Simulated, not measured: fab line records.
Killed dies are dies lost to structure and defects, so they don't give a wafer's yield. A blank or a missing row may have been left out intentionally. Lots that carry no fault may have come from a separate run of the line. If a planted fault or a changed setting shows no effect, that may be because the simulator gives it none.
Which of the tools did it? -- flow sky130 -- 21 wafers from 7 lots sampled at 2 of the route's 708 steps

## WHAT THE GAUGES READ, wafer by wafer
SKY_VT_ADJUST_PCH_TW_MEAS_10.
lot,measured,on,VT_ADJUST_PCH_TW
L845,day 11 06:36,film metro-03,29.6 30.0 29.8
L847,day 11 14:43,film metro-04,30.2 30.2 30.1
L856,day 14 00:59,film metro-03,141.1 140.7 140.2
L859,day 16 04:47,film metro-02,144.6 144.5 143.2
L863,day 16 12:32,film metro-02,144.1 144.3 143.8
L864,day 16 18:03,film metro-02,144.4 144.7 143.9
L865,day 17 12:29,film metro-02,143.8 143.6 143.1

## WHAT TOOL EACH LOT RAN ON (gives the tool, then ch and the chambers of the sampled wafers, and finally the start)
lot,SKY_VT_ADJUST_PCH_IMPLANT_08
L845,"implanter-02, day 11 06:23"
L847,"implanter-04, day 11 14:28"
L856,"implanter-02 ch 0, day 14 00:44"
L859,"implanter-03 ch 0, day 16 04:32"
L863,"implanter-02 ch 0, day 16 12:17"
L864,"implanter-03 ch 0, day 16 17:50"
L865,"implanter-03 ch 0, day 17 12:14"
- SKY_VT_ADJUST_PCH_IMPLANT_08

## THE ANSWER, worked out from the rows above alone
Rule: the usual values come from the lots themselves. The widest of any qualifying gaps counts: lots, ordered by their means at a reading, are off when they make up no more than a third of the lots, leave a main group of 4 or more, and stand apart from it by 3 or more times the standard deviation of that group's means. The tables above print the reading to a certain number of digits; a main group whose means all agree to those digits is not used. Also off: a lot with no number at a reading for which 4 or more lots have one. Where the step has rows for the other lots, those lots are counted as sound.
Off: L845, L847, at SKY_VT_ADJUST_PCH_TW_MEAS_10 (VT_ADJUST_PCH_TW). Mean 143.3 and standard deviation 1.4 in the main group.
If a tool, at a process step before that reading, ran all the lots that are off and no sound lot after the first of them, it fits. Gauges at SKY_VT_ADJUST_PCH_TW_MEAS_10: tried the same way as those tools. None of those tried fits.

## WHAT THE SIMULATOR HAD PUT IN
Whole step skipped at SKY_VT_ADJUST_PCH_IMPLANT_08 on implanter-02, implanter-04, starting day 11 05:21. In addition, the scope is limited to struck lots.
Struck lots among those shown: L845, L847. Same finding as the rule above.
